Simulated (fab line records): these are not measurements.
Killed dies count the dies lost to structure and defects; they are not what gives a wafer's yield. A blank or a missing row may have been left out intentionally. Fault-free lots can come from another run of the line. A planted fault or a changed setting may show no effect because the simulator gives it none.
fab line records | flow sky130
record lots=6 | wafers=18 | lastDay=49
route steps=708 shown NWELL@82 PWDE@84 VT_ADJUST_HVTP@85 PAD_OPEN@708
lots untouched by any fault: they come from a run of this same line in which no faults occurred
startH: the number of hours between the record's first day and the start of the first shown wafer of the lot | waitH: how many hours have passed since the lot's step before this one | " identical to the entry in the row above | L1.1+2: a single row standing in for several wafers | - no value, or no start was given | * or withheld: withheld | < > ~ a bound
route shown NAME@n: a module of which the file shows steps, and the number in the route of the first | usual: mean/standard deviation taken from wafers without a fault | same: alike in all rows | chamber/n: place in a boat | sites: readings site by site | _std_site: standard deviation of those values | _edge_site: outer sites' mean less inner sites' | radiusMm: for every site, how far away it sits from the centre of the wafer | mask NAME#n: copy n | behind: the last tool/chamber to shape the wafer | hold: cause of the lot's hold/its duration in hours/its outcome | device: which transistor (n, p or np) failed to switch | end of line: the route-end tests of the same wafers | step lacking rows: just its recipe | killed: dies lost to structure and defects at the first sort, not the wafer's yield | map: a wafer's dies, marking killed ones x, the rest . and places with no die _
set.NAME: the setting that was run; set.NAME@STEP: the one run at that earlier step | model.NAME: the simulator's own value behind a step, which no gauge read
a table for each step, a row for each wafer; lots at some steps of the route
services: when a tool's chamber went out of use (startH, in hours from the record's first day, below 0 if earlier), for how many hours, and the reason
## steps
# step SKY_NWELL_RS_MEAS_29
# recipe thkMeasGauge=four-point-probe
# usual NWELL_RS=624.3/1.6
lot.wafer | tool         | chamber | startH | waitH | NWELL_RS[ohm/sq]
L930.2    | filmMetro-04 | -       | 120.64 | 0.1   | 624.5
L930.4    | "            | -       | "      | "     | 622.5
L930.6    | "            | -       | "      | "     | 623.1
L934.1    | filmMetro-01 | -       | 145.73 | 0.1   | 626.0
L934.2    | "            | -       | "      | "     | 623.9
L934.4    | "            | -       | "      | "     | 625.6
L935.3    | filmMetro-02 | -       | 152.07 | 0.1   | 623.8
L935.5    | "            | -       | "      | "     | 624.1
L935.6    | "            | -       | "      | "     | 623.0
L944.3    | filmMetro-01 | -       | 208.73 | 0.1   | 626.3
L944.4    | "            | -       | "      | "     | 624.9
L944.5    | "            | -       | "      | "     | 623.7
L946.3    | filmMetro-01 | -       | 222.51 | 0.1   | 627.8
L946.5    | "            | -       | "      | "     | 626.9
L946.6    | "            | -       | "      | "     | 626.3
L947.1    | filmMetro-02 | -       | 228.93 | 0.1   | 625.7
L947.3    | "            | -       | "      | "     | 624.1
L947.4    | "            | -       | "      | "     | 625.2
# step SKY_NWELL_RS_MEAS_31
# recipe thkMeasGauge=four-point-probe
# usual PWDE_RS=5269/14
lot.wafer | tool         | chamber | startH | waitH | PWDE_RS[ohm/sq]
L930.2    | filmMetro-04 | -       | 120.88 | 0.1   | 5272
L930.4    | "            | -       | "      | "     | 5249
L930.6    | "            | -       | "      | "     | 5281
L934.1    | filmMetro-01 | -       | 145.97 | 0.1   | 5302
L934.2    | "            | -       | "      | "     | 5270
L934.4    | "            | -       | "      | "     | 5267
L935.3    | filmMetro-02 | -       | 152.31 | 0.1   | 5249
L935.5    | "            | -       | "      | "     | 5268
L935.6    | "            | -       | "      | "     | 5234
L944.3    | filmMetro-01 | -       | 208.97 | 0.1   | 5280
L944.4    | "            | -       | "      | "     | 5275
L944.5    | "            | -       | "      | "     | 5263
L946.3    | filmMetro-01 | -       | 222.75 | 0.1   | 5261
L946.5    | "            | -       | "      | "     | 5272
L946.6    | "            | -       | "      | "     | 5251
L947.1    | filmMetro-02 | -       | 229.17 | 0.1   | 5263
L947.3    | "            | -       | "      | "     | 5258
L947.4    | "            | -       | "      | "     | 5244
# step SKY_VT_ADJUST_HVTP_DEHYDRATE_00
# recipe tempC=200 | timeS=60
# step SKY_VT_ADJUST_HVTP_HMDS_01
# recipe primeTimeS=60 | primeTempC=120
# step SKY_VT_ADJUST_HVTP_COAT_02
# recipe resist=NOVOLAK | spinRpm=3000 | resistThkNm=1140
# step SKY_VT_ADJUST_HVTP_SOFTBAKE_03
# recipe tempC=90 | timeS=60 | resist=NOVOLAK
# step SKY_VT_ADJUST_HVTP_EXPOSE_04
# recipe maskId=HVTPM | na=0.6 | sourceShape=conventional | sigmaOuter=0.6 | polarization=unpolarized | targetCdNm=380 | doseMj=140
# step SKY_VT_ADJUST_HVTP_PEB_05
# recipe tempC=withheld | timeS=* | resist=NOVOLAK
# step SKY_VT_ADJUST_HVTP_DEVELOP_06
# recipe resist=NOVOLAK | developer=TMAH | developTimeS=60 | devTempC=23
# step SKY_VT_ADJUST_HVTP_CD_MEAS_07
# recipe targetCdNm=380
# usual cdNm=379.2/2.7
lot.wafer | tool     | chamber | startH | waitH | cdNm
L930.2    | cdSem-01 | -       | 139.60 | 0.1   | 383.3
L930.4    | "        | -       | "      | "     | 383.9
L930.6    | "        | -       | "      | "     | 385.8
L934.1    | cdSem-01 | -       | 165.69 | 0.1   | 383.2
L934.2    | "        | -       | "      | "     | 381.5
L934.4    | "        | -       | "      | "     | 384.5
L935.3    | cdSem-02 | -       | 172.33 | 0.1   | 379.8
L935.5    | "        | -       | "      | "     | 383.3
L935.6    | "        | -       | "      | "     | 381.8
L944.3    | cdSem-01 | -       | 230.72 | 0.1   | 379.8
L944.4    | "        | -       | "      | "     | 378.8
L944.5    | "        | -       | "      | "     | 380.6
L946.3    | cdSem-02 | -       | 244.63 | 0.1   | 379.5
L946.5    | "        | -       | "      | "     | 378.5
L946.6    | "        | -       | "      | "     | 377.5
L947.1    | cdSem-01 | -       | 251.98 | 0.1   | 379.9
L947.3    | "        | -       | "      | "     | 378.9
L947.4    | "        | -       | "      | "     | 381.0
# step SKY_VT_ADJUST_HVTP_OVL_MEAS_08
# usual VT_ADJUST_HVTP_OVL=-1.4/1.5
lot.wafer | tool       | chamber | startH | waitH | VT_ADJUST_HVTP_OVL[nm]
L930.2    | overlay-02 | -       | 139.70 | 0.1   | -2.8
L930.4    | "          | -       | "      | "     | -2.7
L930.6    | "          | -       | "      | "     | -2.9
L934.1    | overlay-02 | -       | 165.81 | 0.1   | 0.0
L934.2    | "          | -       | "      | "     | -1.2
L934.4    | "          | -       | "      | "     | -2.0
L935.3    | overlay-02 | -       | 172.43 | 0.1   | -2.4
L935.5    | "          | -       | "      | "     | -2.2
L935.6    | "          | -       | "      | "     | -3.7
L944.3    | overlay-02 | -       | 230.81 | 0.1   | -1.7
L944.4    | "          | -       | "      | "     | 0.6
L944.5    | "          | -       | "      | "     | -0.6
L946.3    | overlay-01 | -       | 244.73 | 0.1   | 0.6
L946.5    | "          | -       | "      | "     | 0.2
L946.6    | "          | -       | "      | "     | 1.7
L947.1    | overlay-02 | -       | 252.10 | 0.1   | -0.8
L947.3    | "          | -       | "      | "     | -1.3
L947.4    | "          | -       | "      | "     | -0.9
# step SKY_VT_ADJUST_HVTP_IMPLANT_09
# recipe species=As | energyKev=150 | doseCm2=4.3e+12 | tiltDeg=withheld
# usual beamOnS=10.01/0.19 | doseIonsCm2=4.299e+12/4.8e+09 | faradayCurrentUA=24.2/0.45
lot.wafer | tool         | chamber | startH | waitH | beamOnS | doseIonsCm2 | faradayCurrentUA
L930.2    | implanter-04 | 0       | 139.76 | 0.0   | 10.21   | 4.297e+12   | 23.8
L930.4    | "            | 0       | "      | "     | 10.22   | 4.295e+12   | 23.5
L930.6    | "            | 0       | "      | "     | 10.14   | 4.305e+12   | 24.0
L934.1    | implanter-04 | 0       | 165.85 | 0.0   | 9.85    | 6.143e+12   | 35.2
L934.2    | "            | 0       | "      | "     | 10.31   | 6.147e+12   | 33.8
L934.4    | "            | 0       | "      | "     | 9.87    | 6.143e+12   | 35.1
L935.3    | implanter-04 | 0       | 172.50 | 0.1   | 10.34   | 6.144e+12   | 33.7
L935.5    | "            | 0       | "      | "     | 10.27   | 6.141e+12   | 33.5
L935.6    | "            | 0       | "      | "     | 10.11   | 6.144e+12   | 34.1
L944.3    | implanter-01 | 0       | 230.88 | 0.1   | 9.78    | 4.293e+12   | 24.8
L944.4    | "            | 0       | "      | "     | 9.80    | 4.301e+12   | 24.7
L944.5    | "            | 0       | "      | "     | 10.19   | 4.295e+12   | 23.9
L946.3    | implanter-01 | 0       | 244.80 | 0.1   | 10.05   | 4.307e+12   | 24.2
L946.5    | "            | 0       | "      | "     | 9.72    | 4.301e+12   | 24.8
L946.6    | "            | 0       | "      | "     | 10.21   | 4.306e+12   | 23.7
L947.1    | implanter-04 | 0       | 252.13 | 0.0   | 10.04   | 4.299e+12   | 24.1
L947.3    | "            | 0       | "      | "     | 10.03   | 4.295e+12   | 24.1
L947.4    | "            | 0       | "      | "     | 10.06   | 4.299e+12   | 24.1
# step SKY_VT_ADJUST_HVTP_STRIP_10
# recipe chemistry=O2/N2 | powerW=1400 | pressureMtorr=1500 | platenTempC=withheld | o2FlowSccm=3000 | n2FlowSccm=300 | overashFraction=0.5
# usual chamberPressureMTorr=1499.9/1.3 | drypumpMotorCurrentA=5.7/0.45 | oesProductAu=0.716/0.0043 | stripTimeToEndpointS=14.20/0.038
lot.wafer | tool           | chamber | startH | waitH | chamberPressureMTorr | drypumpMotorCurrentA | oesProductAu | rfHoursCounterH | stripTimeToEndpointS
L930.2    | plasmaAsher-01 | 0       | 139.88 | 0.1   | 1502.3               | 5.0                  | 0.706        | 46              | 14.20
L930.4    | "              | 1       | "      | "     | 1499.8               | 5.8                  | 0.718        | -               | 14.17
L930.6    | "              | 0       | "      | "     | 1498.0               | 5.1                  | 0.710        | -               | 14.16
L934.1    | plasmaAsher-01 | 1       | 166.00 | 0.1   | 1500.9               | 5.9                  | 0.717        | 49              | 14.22
L934.2    | "              | 0       | "      | "     | 1498.4               | 5.0                  | 0.714        | 49              | 14.26
L934.4    | "              | 1       | "      | "     | 1500.9               | 5.9                  | 0.721        | -               | 14.22
L935.3    | plasmaAsher-04 | 1       | 172.63 | 0.1   | 1500.4               | 6.1                  | 0.714        | -               | 14.22
L935.5    | "              | 1       | "      | "     | 1499.7               | 6.0                  | 0.713        | -               | 14.21
L935.6    | "              | 0       | "      | "     | 1497.3               | 6.2                  | 0.720        | -               | 14.19
L944.3    | plasmaAsher-01 | 1       | 231.01 | 0.1   | 1500.3               | 5.9                  | 0.715        | -               | 14.16
L944.4    | "              | 0       | "      | "     | 1499.8               | 5.1                  | 0.708        | -               | 14.17
L944.5    | "              | 0       | "      | "     | 1497.5               | 5.0                  | 0.715        | -               | 14.16
L946.3    | plasmaAsher-01 | 0       | 244.93 | 0.1   | 1500.4               | 5.0                  | 0.717        | -               | 14.16
L946.5    | "              | 1       | "      | "     | 1500.4               | 5.9                  | 0.714        | -               | 14.18
L946.6    | "              | 0       | "      | "     | 1503.1               | 5.0                  | 0.719        | -               | 14.21
L947.1    | plasmaAsher-02 | 1       | 252.28 | 0.1   | 1498.6               | 5.7                  | 0.711        | 59              | 14.21
L947.3    | "              | 1       | "      | "     | 1497.4               | 5.7                  | 0.722        | -               | 14.18
L947.4    | "              | 0       | "      | "     | 1500.1               | 6.1                  | 0.715        | -               | 14.23
# step SKY_VT_ADJUST_HVTP_TW_MEAS_11
# usual VT_ADJUST_HVTP_TW=1366/8.6
lot.wafer | tool         | chamber | startH | waitH | hold                    | VT_ADJUST_HVTP_TW
L930.2    | filmMetro-04 | -       | 139.99 | 0.1   | -                       | 1353
L930.4    | "            | -       | "      | "     | -                       | 1361
L930.6    | "            | -       | "      | "     | -                       | 1357
L934.1    | filmMetro-04 | -       | 166.10 | 0.1   | awaitDispo/0.2h/release | 1519
L934.2    | "            | -       | "      | "     | awaitDispo/0.2h/release | 1525
L934.4    | "            | -       | "      | "     | awaitDispo/0.2h/release | 1531
L934.1    | filmMetro-04 | -       | 166.32 | 0.2   | -                       | 1523
L934.2    | "            | -       | "      | "     | -                       | 1519
L934.4    | "            | -       | "      | "     | -                       | 1533
L935.3    | filmMetro-02 | -       | 172.72 | 0.1   | awaitDispo/0.2h/release | 1555
L935.5    | "            | -       | "      | "     | awaitDispo/0.2h/release | 1543
L935.6    | "            | -       | "      | "     | awaitDispo/0.2h/release | 1537
L935.3    | filmMetro-02 | -       | 172.95 | 0.2   | -                       | 1545
L935.5    | "            | -       | "      | "     | -                       | 1543
L935.6    | "            | -       | "      | "     | -                       | 1548
L944.3    | filmMetro-02 | -       | 231.10 | 0.1   | -                       | 1379
L944.4    | "            | -       | "      | "     | -                       | 1376
L944.5    | "            | -       | "      | "     | -                       | 1374
L946.3    | filmMetro-03 | -       | 245.02 | 0.1   | -                       | 1361
L946.5    | "            | -       | "      | "     | -                       | 1363
L946.6    | "            | -       | "      | "     | -                       | 1358
L947.1    | filmMetro-03 | -       | 252.47 | 0.2   | -                       | 1370
L947.3    | "            | -       | "      | "     | -                       | 1373
L947.4    | "            | -       | "      | "     | -                       | 1361
# step SKY_PAD_OPEN_PROBE_99
# usual killed_at_M0_to_M3=44/7.2 | killed_at_M4_up=3.5/1.8 | killedAtContacts=25/5.1 | killedAtFrontEnd=14/4.4 | killedAtOther=0.4/0.58 | killedDies=87/9.1 | killedOpen=48/6.9 | killedShort=38/6.3
# same grossDies=492 | killedAtBackSide=0
lot.wafer | tool      | chamber | startH  | waitH | hold                   | killed_at_M0_to_M3 | killed_at_M4_up | killedAtContacts | killedAtFrontEnd | killedAtOther | killedDies | killedOpen | killedShort | model.etest.tipP.rsOhmSq | model.etest.pfet_01v8.rOnOhmUm | model.etest.pfet_01v8.driveUaUm | model.etest.pfet_01v8_mvt.driveUaUm | model.etest.pfet_01v8_hvt.driveUaUm | model.etest.sramPfetLatch.driveUaUm | model.etest.ring_1v8.delayPs | model.etest.pfet_01v8.offLog10AUm
L930.2    | prober-01 | -       | 1091.60 | 0.1   | -                      | 39                 | 4               | 14               | 18               | 1             | 76         | 37         | 38          | 6873                     | 2900                           | 191.5                           | 151.6                               | 141.9                               | 145                                 | 21.18                        | -9.892
L930.4    | prober-01 | -       | 1091.70 | 0.2   | -                      | 51                 | 7               | 23               | 15               | 0             | 96         | 46         | 50          | 6957                     | 2904                           | 190.8                           | 151                                 | 141.7                               | 140.2                               | 21.29                        | -9.82
L930.6    | prober-01 | -       | 1091.80 | 0.2   | -                      | 46                 | 5               | 19               | 12               | 1             | 83         | 38         | 45          | 6912                     | 2882                           | 195.7                           | 152.1                               | 145.7                               | 141.6                               | 20.92                        | -9.934
L934.1    | prober-01 | -       | 1118.31 | 0.1   | awaitDispo/4.8h/scrap  | 55                 | 3               | 15               | 14               | 0             | 87         | 55         | 32          | 7895                     | 3263                           | 155.6                           | 117.5                               | 119.1                               | 122.2                               | 24.28                        | -12.61
L934.2    | prober-01 | -       | 1118.36 | 0.1   | awaitDispo/4.8h/scrap  | 47                 | 4               | 17               | 9                | 0             | 77         | 39         | 38          | 7924                     | 3276                           | 152.9                           | 116.2                               | 117.2                               | 117.3                               | 24.76                        | -12.6
L934.4    | prober-01 | -       | 1118.46 | 0.2   | awaitDispo/4.8h/scrap  | 44                 | 3               | 27               | 11               | 0             | 85         | 58         | 27          | 7913                     | 3337                           | 150.6                           | 115.6                               | 116.3                               | 118.7                               | 25.22                        | -12.91
L935.3    | prober-02 | -       | 1124.80 | 0.2   | awaitDispo/13.0h/scrap | 35                 | 3               | 28               | 15               | 0             | 81         | 53         | 28          | 7759                     | 3310                           | 151.7                           | 115.7                               | 115.9                               | 112.3                               | 25.23                        | -12.61
L935.5    | prober-02 | -       | 1124.90 | 0.2   | awaitDispo/13.0h/scrap | 44                 | 2               | 21               | 16               | 0             | 83         | 37         | 46          | 7816                     | 3222                           | 156.2                           | 117.3                               | 119.5                               | 114.5                               | 24                           | -12.51
L935.6    | prober-02 | -       | 1124.95 | 0.2   | awaitDispo/13.0h/scrap | 49                 | 6               | 30               | 11               | 0             | 96         | 45         | 51          | 7844                     | 3232                           | 155                             | 117                                 | 118.3                               | 113.6                               | 24.37                        | -12.69
L944.3    | prober-02 | -       | 1172.45 | 0.2   | -                      | 44                 | 5               | 34               | 13               | 0             | 96         | 55         | 40          | 6797                     | 2861                           | 196.3                           | 153.1                               | 147.5                               | 147.7                               | 21.21                        | -9.27
L944.4    | prober-02 | -       | 1172.50 | 0.2   | -                      | 34                 | 10              | 30               | 20               | 0             | 94         | 50         | 44          | 6728                     | 2923                           | 192.4                           | 150.9                               | 142.7                               | 143.1                               | 21.23                        | -9.377
L944.5    | prober-02 | -       | 1172.55 | 0.2   | -                      | 41                 | 5               | 32               | 14               | 0             | 92         | 51         | 41          | 6779                     | 2916                           | 194.1                           | 152.4                               | 143.8                               | 139.5                               | 21.12                        | -9.342
L946.3    | prober-02 | -       | 1185.96 | 0.2   | -                      | 47                 | 0               | 21               | 12               | 0             | 80         | 50         | 30          | 6897                     | 2949                           | 185.4                           | 146.4                               | 136.5                               | 134.3                               | 21.41                        | -10.31
L946.5    | prober-02 | -       | 1186.06 | 0.2   | -                      | 41                 | 2               | 29               | 20               | 0             | 92         | 49         | 43          | 6940                     | 2941                           | 190.6                           | 148.8                               | 140.4                               | 139.8                               | 20.89                        | -9.77
L946.6    | prober-02 | -       | 1186.11 | 0.2   | -                      | 39                 | 2               | 19               | 17               | 1             | 78         | 39         | 38          | 6873                     | 2951                           | 187.2                           | 146.4                               | 138.4                               | 135.6                               | 21.33                        | -9.871
L947.1    | prober-01 | -       | 1187.65 | 0.1   | -                      | 43                 | 2               | 18               | 19               | 2             | 84         | 38         | 45          | 6873                     | 2892                           | 193.3                           | 154.5                               | 145.1                               | 142.4                               | 21.26                        | -9.553
L947.3    | prober-01 | -       | 1187.75 | 0.2   | -                      | 38                 | 5               | 29               | 16               | 0             | 88         | 54         | 33          | 6828                     | 2865                           | 195.4                           | 154.6                               | 148.7                               | 142.6                               | 21.06                        | -9.347
L947.4    | prober-01 | -       | 1187.80 | 0.2   | -                      | 47                 | 4               | 25               | 10               | 0             | 86         | 47         | 39          | 6800                     | 2806                           | 201.8                           | 159                                 | 150.9                               | 152.9                               | 20.54                        | -9.004
# killed by level:class
L930.2 VIA1:geometricParticle:open=11 METAL2:geometricParticle:short=10 FIELD_ISO:geometricParticle:open=7 METAL1:geometricParticle:short=6 POLY_GATE:geometricParticle:open=4 METAL4:geometricParticle:short=4 LI_CONTACT:geometricParticle:open=4 VIA2:geometricParticle:open=4
L930.4 METAL2:geometricParticle:short=12 CONTACT:geometricParticle:short=8 VIA2:geometricParticle:open=8 VIA1:geometricParticle:open=7 VIA3:geometricParticle:open=7 POLY_GATE:geometricParticle:short=5 LI_CONTACT:geometricParticle:open=5 METAL4:geometricParticle:short=5
L930.6 VIA1:geometricParticle:open=13 VIA1:geometricParticle:short=6 CONTACT:geometricParticle:open=5 METAL1:geometricParticle:short=5 VIA2:geometricParticle:open=5 LI_CONTACT:geometricParticle:open=4 LOCAL_INTERCONNECT:geometricParticle:short=4 METAL2:geometricParticle:short=4
L934.1 VIA1:geometricParticle:open=13 VIA2:geometricParticle:open=9 VIA3:geometricParticle:open=7 CONTACT:geometricParticle:open=6 METAL1:geometricParticle:open=6 METAL2:geometricParticle:short=6 SPACER:geometricParticle:open=5 METAL1:geometricParticle:short=5
L934.2 VIA1:geometricParticle:open=15 METAL2:geometricParticle:short=8 METAL1:geometricParticle:short=6 LI_CONTACT:geometricParticle:open=5 VIA3:geometricParticle:open=5 CONTACT:geometricParticle:open=4 METAL4:geometricParticle:short=4 CONTACT:geometricParticle:short=3
L934.4 VIA1:geometricParticle:open=16 LI_CONTACT:geometricParticle:open=13 CONTACT:geometricParticle:open=8 VIA2:geometricParticle:open=8 METAL2:geometricParticle:short=7 FIELD_ISO:geometricParticle:open=5 LOCAL_INTERCONNECT:geometricParticle:short=5 VIA3:geometricParticle:open=4
L935.3 CONTACT:geometricParticle:open=14 LI_CONTACT:geometricParticle:open=8 VIA1:geometricParticle:open=6 VIA2:geometricParticle:open=6 VIA1:geometricParticle:short=5 POLY_GATE:geometricParticle:short=4 POLY_GATE:geometricParticle:open=4 LOCAL_INTERCONNECT:geometricParticle:short=4
L935.5 CONTACT:geometricParticle:open=8 FIELD_ISO:geometricParticle:open=6 VIA1:geometricParticle:open=6 VIA2:geometricParticle:open=6 VIA2:geometricParticle:short=6 POLY_GATE:geometricParticle:short=5 LOCAL_INTERCONNECT:geometricParticle:short=5 VIA3:geometricParticle:short=5
L935.6 CONTACT:geometricParticle:open=11 VIA1:geometricParticle:open=9 VIA2:geometricParticle:open=8 VIA1:geometricParticle:short=7 METAL1:geometricParticle:short=6 VIA3:geometricParticle:open=6 METAL4:geometricParticle:short=6 LOCAL_INTERCONNECT:geometricParticle:short=5
L944.3 CONTACT:geometricParticle:open=16 METAL1:geometricParticle:short=9 LI_CONTACT:geometricParticle:open=8 VIA1:geometricParticle:open=7 VIA2:geometricParticle:open=7 POLY_GATE:geometricParticle:open=6 METAL2:geometricParticle:short=6 VIA3:geometricParticle:open=5
L944.4 CONTACT:geometricParticle:open=13 LI_CONTACT:geometricParticle:open=7 METAL2:geometricParticle:short=7 FIELD_ISO:geometricParticle:open=6 METAL4:geometricParticle:short=6 POLY_GATE:geometricParticle:open=5 VIA1:geometricParticle:open=5 VIA1:geometricParticle:short=5
L944.5 CONTACT:geometricParticle:open=10 VIA3:geometricParticle:open=8 LI_CONTACT:geometricParticle:open=6 CONTACT:geometricParticle:short=6 VIA1:geometricParticle:open=6 VIA2:geometricParticle:open=6 METAL1:geometricParticle:short=5 LI_CONTACT:geometricParticle:short=5
L946.3 CONTACT:geometricParticle:open=9 VIA1:geometricParticle:open=9 VIA2:geometricParticle:open=7 VIA3:geometricParticle:open=6 METAL2:geometricParticle:short=6 CONTACT:geometricParticle:short=5 POLY_GATE:geometricParticle:open=4 METAL1:geometricParticle:short=4
L946.5 VIA2:geometricParticle:open=11 CONTACT:geometricParticle:open=7 LI_CONTACT:geometricParticle:open=7 CONTACT:geometricParticle:short=7 VIA1:geometricParticle:short=7 FIELD_ISO:geometricParticle:open=6 FIELD_ISO:geometricParticle:short=5 LOCAL_INTERCONNECT:geometricParticle:short=5
L946.6 VIA1:geometricParticle:open=13 FIELD_ISO:geometricParticle:short=7 VIA2:geometricParticle:open=7 POLY_GATE:geometricParticle:short=6 CONTACT:geometricParticle:open=6 METAL2:geometricParticle:short=5 LI_CONTACT:geometricParticle:open=5 METAL1:geometricParticle:short=4
L947.1 FIELD_ISO:geometricParticle:short=7 CONTACT:geometricParticle:open=7 VIA2:geometricParticle:open=7 METAL1:geometricParticle:short=6 VIA1:geometricParticle:open=6 FIELD_ISO:geometricParticle:open=5 METAL2:geometricParticle:short=5 CONTACT:geometricParticle:short=4
L947.3 VIA1:geometricParticle:open=10 CONTACT:geometricParticle:open=9 LI_CONTACT:geometricParticle:open=9 VIA3:geometricParticle:open=6 METAL2:geometricParticle:short=5 VIA2:geometricParticle:open=5 FIELD_ISO:geometricParticle:short=4 LOCAL_INTERCONNECT:geometricParticle:short=4
L947.4 VIA3:geometricParticle:open=10 CONTACT:geometricParticle:open=9 VIA1:geometricParticle:short=7 VIA1:geometricParticle:open=7 VIA2:geometricParticle:open=7 FIELD_ISO:geometricParticle:short=5 LI_CONTACT:geometricParticle:open=5 METAL1:geometricParticle:short=5
# map L934.1 (x killed, . not)
__________...x.....x_________
________.............._______
______..x.......xx..x..._____
_____...x..............x.____
____.x.xx...x.............___
___...x.x......x.......x...__
__.x.........xx......xx....._
_..x..x...x..x...xx....xx..xx
_......x....................x
_..xxx......x...........x....
_..x.x.........x.x...x......x
_xx.........x..x..x...xx.....
_....x....x.............x...x
_......x.............x.......
_...x.x......x...x....x......
__......x.....x.x..x........_
___..x.....x..........xx...__
____.x......x..xx.xx...xx.___
_____.......x.x....xx.x..____
______.......x..xx......_____
________.............._______
__________..x......._________
# map L935.6 (x killed, . not)
__________.x..x....._________
________..x.x........._______
______....x.x...x...x..._____
_____...........x.....x..____
____.x.x..................___
___.x...x.x........x.......__
__.........x...............x_
_.xx..........xx.......x....x
_.x..x........x..x.........x.
_......x.xx..x..x...xx..x....
_.x......x..xxx.xx.x......x.x
_..x...xx.x...x..x.xxx.....x.
_.......x........x..x...x....
_......x.....x.x.........x...
_..x.x.................x.....
__..x..x......x.......x..x.._
___.x.....................x__
____..x....x..........xx..___
_____..x..x...x.xx.x..x..____
______...x.x.....x...x.._____
________....xx......x._______
__________...x...x.x_________
## services
tool           | chamber | startH | hours | kind
plasmaAsher-02 | -       | 126.50 | 2.8   | pm
plasmaAsher-04 | -       | 127.61 | 28.1  | pm
plasmaAsher-01 | -       | 130.29 | 4.3   | repair
implanter-01   | -       | 188.64 | 3.9   | repair
implanter-04   | -       | 239.52 | 2.2   | repair
implanter-04   | -       | 252.28 | 4.2   | pm
## key
firstSign step=SKY_VT_ADJUST_HVTP_IMPLANT_09 | reading=doseIonsCm2 | direction=up | sigmas=99+ | usual=* | struck=*
effect step=SKY_VT_ADJUST_HVTP_IMPLANT_09 | reading=faradayCurrentUA | direction=up | sigmas=22 | usual=24.2 | struck=34.2
effect step=SKY_VT_ADJUST_HVTP_TW_MEAS_11 | reading=visit | direction=added
effect step=SKY_VT_ADJUST_HVTP_TW_MEAS_11 | reading=VT_ADJUST_HVTP_TW | direction=up | sigmas=20 | usual=1366 | struck=1535
effect step=SKY_PAD_OPEN_PROBE_99 | reading=hold | direction=added
modelEffect step=SKY_PAD_OPEN_PROBE_99 | value=etest.tipP.rsOhmSq | without=6825 | struck=7859
metAt SKY_VT_ADJUST_HVTP_IMPLANT_09
struckWafers L934.1,L934.2,L934.4,L935.3,L935.5,L935.6
testerLeftOut L934,L935
onsetBetween 139.76 165.85
fault kind=processParameterDrift | tool=implanter-04 | chamber=- | onsetH=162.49 | steps=SKY_VT_ADJUST_HVTP_IMPLANT_09 | channel=doseCm2 | offset=* | shape=step | endH=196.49 | actsIn=* | stated=*
# testerLeftOut: of these lots the tester's yield and bins aren't shown, on N5 and GAA mostly nor the transistor test; their killed dies are dies lost to structure and defects alone, not to doping, threshold or leakage, so they don't give the yield
